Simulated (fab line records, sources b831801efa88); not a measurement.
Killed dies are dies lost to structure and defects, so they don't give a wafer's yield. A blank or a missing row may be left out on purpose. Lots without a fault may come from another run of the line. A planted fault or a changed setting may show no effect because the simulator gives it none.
Which tool did it? | flow sky130 | 12 lots, 36 wafers sampled, at 4 steps of a route of 708

WHAT THE GAUGES READ, wafer by wafer
SKY_POLY_GATE_THK_MEAS_04. Usual: POLY_GATE_CVD_03_THK 75.3 nm, standard deviation 0.64.
lot  | measured     | on            | POLY_GATE_CVD_03_THK (nm) | flag
L155 | day 15 02:42 | film_metro-01 | 75.3 75.0 75.2            |
L156 | day 15 11:49 | film_metro-04 | 75.3 75.2 75.4            |
L157 | day 15 21:31 | film_metro-04 | 75.7 75.5 75.9            |
L160 | day 17 07:07 | film_metro-01 | 76.1 76.0 76.0            |
L164 | day 18 15:41 | film_metro-03 | 74.5 75.0 73.8            |
L163 | day 18 15:41 | film_metro-04 | 75.1 74.8 75.8            |
L168 | day 20 08:35 | film_metro-04 | 75.5 73.9 74.2            |
L170 | day 20 22:54 | film_metro-01 | 76.7 76.6 76.2            |
L171 | day 21 07:04 | film_metro-04 | 74.3 75.1 74.8            |
L172 | day 21 08:25 | film_metro-04 | 76.2 76.4 75.8            |
L176 | day 23 06:10 | film_metro-01 | 75.6 75.5 75.0            |
L177 | day 23 21:34 | film_metro-03 | 75.3 75.6 75.2            |

SKY_LDD_N_TW_MEAS_17. Usual: LDD_N_TW 2594, standard deviation 19.
lot  | measured     | on            | LDD_N_TW       | flag
L155 | day 17 16:51 | film_metro-02 | 2575 2584 2579 |
L156 | day 18 01:49 | film_metro-02 | 2595 2583 2589 |
L157 | day 18 12:13 | film_metro-02 | 2575 2590 2581 |
L160 | day 19 22:45 | film_metro-02 | 2576 2583 2577 |
L164 | day 21 08:46 | film_metro-02 | 2563 2551 2565 |
L163 | day 21 09:38 | film_metro-01 | 2621 2621 2620 |
L168 | day 23 00:06 | film_metro-02 | 2598 2588 2586 |
L170 | day 23 13:31 | film_metro-01 | 2611 2621 2627 |
L171 | day 23 21:22 | film_metro-02 | 2587 2578 2588 |
L172 | day 23 23:51 | film_metro-02 | 2582 2586 2595 |
L176 | day 25 19:04 | film_metro-02 | 2598 2583 2580 |
L177 | day 26 12:01 | film_metro-02 | 2577 2575 2571 |

SKY_LDD_P_TW_MEAS_11. Usual: LDD_P_TW 639, standard deviation 6.
lot  | measured     | on            | LDD_P_TW    | flag
L155 | day 18 22:26 | film_metro-02 | 635 636 637 |
L156 | day 19 08:18 | film_metro-02 | 636 635 633 |
L157 | day 19 18:50 | film_metro-03 | 643 640 638 |
L160 | day 21 05:08 | film_metro-04 | 640 643 642 |
L164 | day 22 15:02 | film_metro-04 | 644 642 642 |
L163 | day 22 16:15 | film_metro-04 | 639 637 641 |
L168 | day 24 06:17 | film_metro-02 | 628 631 630 |
L170 | day 24 19:47 | film_metro-02 | 544 544 546 | OFF
L171 | day 25 02:47 | film_metro-03 | 641 643 642 |
L172 | day 25 05:56 | film_metro-04 | 558 560 562 | OFF
L176 | day 27 00:17 | film_metro-03 | 647 646 651 |
L177 | day 27 16:59 | film_metro-03 | 649 650 651 |

WHICH TOOL RAN EACH LOT (tool, then ch and the chambers of the sampled wafers, then the start)
lot  | SKY_LDD_P_IMPLANT_09
L155 | implanter-01 ch 0, day 18 22:11
L156 | implanter-02 ch 0, day 19 08:04
L157 | implanter-01 ch 0, day 19 18:36
L160 | implanter-04 ch 0, day 21 04:53
L164 | implanter-02 ch 0, day 22 14:47
L163 | implanter-04 ch 0, day 22 16:01
L168 | implanter-01 ch 0, day 24 06:02
L170 | implanter-02 ch 0, day 24 19:33
L171 | implanter-01 ch 0, day 25 02:32
L172 | implanter-02 ch 0, day 25 05:41
L176 | implanter-04 ch 0, day 27 00:02
L177 | implanter-01 ch 0, day 27 16:44
- SKY_LDD_P_IMPLANT_09

WHAT THE TOOLS THEMSELVES READ (means of the sampled wafers that have a number; where no wafer has one, the mark that the record gives instead)
SKY_LDD_P_IMPLANT_09. Usual: dose_ions_cm2 1.0002e+13, standard deviation 1.2e+10; end_station_pressure_torr 5.04e-06 Torr, standard deviation 2.7e-07; faraday_current_uA 56.3, standard deviation 1.2.
lot  | tool         | dose_ions_cm2 | end_station_pressure_torr (Torr) | faraday_current_uA | flag
L155 | implanter-01 | 1.0007e+13    | 5.04e-06                         | 56.2               |
L156 | implanter-02 | 1.0011e+13    | 4.90e-06                         | 56.8               |
L157 | implanter-01 | 9.9973e+12    | 4.98e-06                         | 55.7               |
L160 | implanter-04 | 9.9893e+12    | 5.07e-06                         | 57.4               |
L164 | implanter-02 | 1.0016e+13    | 4.78e-06                         | 55.5               |
L163 | implanter-04 | 1.0008e+13    | 5.23e-06                         | 56.6               |
L168 | implanter-01 | 1.0007e+13    | 5.02e-06                         | 56.6               |
L170 | implanter-02 | 6.3440e+12    | 5.08e-06                         | 35.7               | OFF
L171 | implanter-01 | 1.0013e+13    | 4.86e-06                         | 55.3               |
L172 | implanter-02 | 6.3247e+12    | 5.39e-06                         | 35.9               | OFF
L176 | implanter-04 | 9.9870e+12    | 5.12e-06                         | 55.4               |
L177 | implanter-01 | 1.0000e+13    | 5.12e-06                         | 56.9               |

THE ANSWER, worked out from the rows above alone
Rule: a lot is off if the mean of its wafers that have a number lies more than 3 standard deviations from the usual mean. A lot without any number at a reading at which 4 lots or more have one is off too. The other lots that the step has rows for count as sound. The gauges are gone through in route order, then the tools' own readings, and for those a lot's mean is taken as printed above. The first step at which some lot is off is used, and at that step the reading that is off furthest; a lot without a number counts as furthest.
Off: L170, L172, at SKY_LDD_P_TW_MEAS_11 (LDD_P_TW).
A tool fits if, at a process step before that reading, it ran every lot that is off, and no sound lot after the first of them. The gauges at SKY_LDD_P_TW_MEAS_11 aren't tried: what is off there is off at SKY_LDD_P_IMPLANT_09 too, on other tools, and a gauge's error can't cause that. One fits: implanter-02 at SKY_LDD_P_IMPLANT_09. Its last sound lot is L164 (day 22 14:47), its first lot that is off L170 (day 24 19:33): a fault that began between those two fits.
The tool's own readings at SKY_LDD_P_IMPLANT_09 bear it out: on the lots that are off they differ by more than 5 times the standard deviation of the sound lots' means. dose_ions_cm2 reads 6.3344e+12 there against 1.0004e+13 on the sound lots; faraday_current_uA reads 35.8 there against 56.2 on the sound lots.

WHAT THE SIMULATOR HAD PUT IN
Process parameter drift: implanter-02, from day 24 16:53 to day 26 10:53, at SKY_LDD_P_IMPLANT_09. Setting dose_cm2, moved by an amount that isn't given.
Lots struck among those shown: L170, L172. The rule above found the same.
